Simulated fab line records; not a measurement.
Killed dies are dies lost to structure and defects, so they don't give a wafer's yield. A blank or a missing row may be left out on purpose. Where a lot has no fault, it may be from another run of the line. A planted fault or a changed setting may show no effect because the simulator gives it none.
Which of the tools did it? | flow sky130 | 14 lots, 42 wafers sampled, at 2 steps of a route of 708

## WHAT THE GAUGES SHOWED, per wafer
The record lacks any reading of a measuring or inspecting step that a usual standard deviation could be used to judge.

## TOOL THAT RAN EACH LOT (tool first, then ch and the chambers of the sampled wafers, then the start)
lot  | SKY_VIA1_SOFTBAKE_08             | SKY_PAD_OPEN_PROBE_99
L992 | lithoTrack-04 ch 0, day 33 00:00 | prober-01, day 45 09:49
L993 | lithoTrack-02 ch 0, day 33 14:00 | prober-02, day 45 19:46
L994 | lithoTrack-04 ch 0, day 34 00:00 | prober-01, day 46 04:04
L996 | lithoTrack-02 ch 0, day 34 21:00 | prober-01, day 46 19:32
L998 | lithoTrack-01 ch 0, day 35 13:00 | prober-01, day 47 11:35
L100 | lithoTrack-04 ch 0, day 36 06:00 | prober-01, day 47 22:54
L101 | lithoTrack-02 ch 0, day 36 09:00 | prober-02, day 47 23:48
L102 | lithoTrack-04 ch 0, day 36 15:00 | prober-01, day 48 04:57
L104 | lithoTrack-02 ch 0, day 37 08:00 | prober-01, day 48 16:58
L109 | lithoTrack-02 ch 0, day 38 23:00 | prober-02, day 49 20:49
L110 | lithoTrack-02 ch 0, day 39 03:00 | prober-01, day 50 00:58
L112 | lithoTrack-04 ch 0, day 39 20:00 | prober-01, day 50 14:55
L114 | lithoTrack-01 ch 0, day 40 06:00 | prober-01, day 50 17:58
L115 | lithoTrack-01 ch 0, day 40 12:00 | prober-02, day 50 21:50
- SKY_VIA1_SOFTBAKE_08: time 90 s.
- SKY_PAD_OPEN_PROBE_99

## AS READ BY THE TOOLS THEMSELVES (means over the sampled wafers that have a number; for cases with no such wafer, the mark the record gives instead)
SKY_VIA1_SOFTBAKE_08.
lot  | tool          | heaterPowerTotalW (W) | plateTempC (C)
L992 | lithoTrack-04 | 57.45                 | 100.07
L993 | lithoTrack-02 | 57.37                 | 100.06
L994 | lithoTrack-04 | 57.28                 | 100.15
L996 | lithoTrack-02 | 57.27                 | 100.10
L998 | lithoTrack-01 | 57.42                 | 100.04
L100 | lithoTrack-04 | 57.44                 | 99.97
L101 | lithoTrack-02 | 57.34                 | 99.96
L102 | lithoTrack-04 | 57.42                 | 100.10
L104 | lithoTrack-02 | 57.42                 | 100.07
L109 | lithoTrack-02 | 55.97                 | 98.24
L110 | lithoTrack-02 | 55.95                 | 98.22
L112 | lithoTrack-04 | 57.28                 | 99.87
L114 | lithoTrack-01 | 57.40                 | 99.88
L115 | lithoTrack-01 | 57.32                 | 100.01

SKY_PAD_OPEN_PROBE_99.
lot  | tool      | defectLimitedYield (%) | killed_at_M0_to_M3 | killed_at_M4_up | killedAtContacts | killedAtFrontEnd | killedAtOther | killedDies | killedOpen | killedShort | sort_bin_3_pad_short (%) | sort_bin_5_function (%) | sort_bin_6_memory (%) | sortNPass | sortYieldPct (%)
L992 | prober-01 | 82.6                   | 39                 | 4.0             | 27               | 15               | 0.0           | 85         | 46         | 39          | 0.9                      | 10.6                    | 5.8                   | 407       | 82.6
L993 | prober-02 | 82.7                   | 40                 | 3.0             | 23               | 18               | 0.3           | 85         | 42         | 43          | 0.9                      | 9.8                     | 6.5                   | 407       | 82.7
L994 | prober-01 | 81.4                   | 45                 | 4.3             | 24               | 19               | 0.3           | 92         | 50         | 39          | 0.5                      | 10.9                    | 7.2                   | 400       | 81.4
L996 | prober-01 | 82.8                   | 45                 | 2.7             | 18               | 18               | 0.7           | 84         | 46         | 39          | 0.7                      | 10.3                    | 6.2                   | 408       | 82.8
L998 | prober-01 | 81.2                   | 51                 | 3.7             | 22               | 15               | 1.0           | 92         | 45         | 47          | 1.1                      | 11.8                    | 5.9                   | 400       | 81.2
L100 | prober-01 | 81.8                   | 46                 | 4.7             | 27               | 12               | 0.0           | 90         | 52         | 37          | 0.4                      | 11.6                    | 6.2                   | 402       | 81.8
L101 | prober-02 | 81.2                   | 53                 | 4.3             | 25               | 10               | 0.0           | 92         | 53         | 38          | 1.4                      | 10.3                    | 7.0                   | 400       | 81.2
L102 | prober-01 | 84.1                   | 44                 | 2.7             | 19               | 12               | 0.3           | 78         | 41         | 37          | 1.0                      | 9.1                     | 5.8                   | 414       | 84.1
L104 | prober-01 | 82.9                   | 36                 | 2.0             | 29               | 18               | 0.0           | 84         | 47         | 37          | 1.1                      | 9.5                     | 6.5                   | 408       | 82.9
L109 | prober-02 | 83.9                   | 33                 | 3.0             | 25               | 17               | 1.0           | 79         | 42         | 37          | 0.5                      | 9.4                     | 6.2                   | 413       | 83.9
L110 | prober-01 | 82.3                   | 46                 | 2.3             | 22               | 16               | 0.7           | 87         | 46         | 41          | 0.6                      | 10.4                    | 6.6                   | 405       | 82.3
L112 | prober-01 | 82.7                   | 42                 | 3.0             | 21               | 18               | 0.3           | 85         | 44         | 40          | 1.0                      | 9.8                     | 6.4                   | 407       | 82.7
L114 | prober-01 | 83.4                   | 44                 | 3.3             | 24               | 11               | 0.0           | 82         | 41         | 41          | 1.1                      | 8.7                     | 6.7                   | 410       | 83.4
L115 | prober-02 | 82.5                   | 44                 | 2.0             | 25               | 15               | 0.3           | 86         | 46         | 40          | 1.1                      | 10.3                    | 6.1                   | 406       | 82.5

## THE ANSWER, worked out from the rows above alone
Rule: the usual values come from the lots themselves. Put in order of their means at a reading, lots are off if they are a third of the lots or fewer, leave a main group of 4 or more, and stand apart from it by a gap of 3 or more times the standard deviation of the main group's means; of several such gaps the widest counts. A main group is skipped when, at the precision printed for the reading in the tables above, its means are all equal. A lot without any number at a reading at which 4 lots or more have one is off too. The other lots that the step has rows for count as sound. Order of review: gauges by route order, followed by the tools' own readings, for which a lot's mean as printed above is used. At the first step where some lot is off, the reading lying furthest off is the one used; lots without a number count as furthest.
Off, at SKY_VIA1_SOFTBAKE_08 on heaterPowerTotalW: L109, L110. The main group: mean 57.37 W, standard deviation 0.064.
A tool fits if, at that step or a process step before it, it ran every lot that is off, and no sound lot after the first of them. One fits: SKY_VIA1_SOFTBAKE_08 on lithoTrack-02. A fault onset in the window from L104 (day 37 08:00, its last sound lot) to L109 (day 38 23:00, its first lot off) fits.
The tool's own readings at SKY_VIA1_SOFTBAKE_08 bear it out: on the lots that are off they differ by more than 5 times the standard deviation of the sound lots' means. heaterPowerTotalW reads 55.96 W there against 57.37 W on the sound lots; plateTempC reads 98.23 C there against 100.02 C on the sound lots.

## WHAT WAS PUT IN BY THE SIMULATOR
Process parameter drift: lithoTrack-02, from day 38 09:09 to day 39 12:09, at SKY_VIA1_SOFTBAKE_08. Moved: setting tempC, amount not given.
Lots struck among those shown: L109, L110. The rule above reached the same finding.
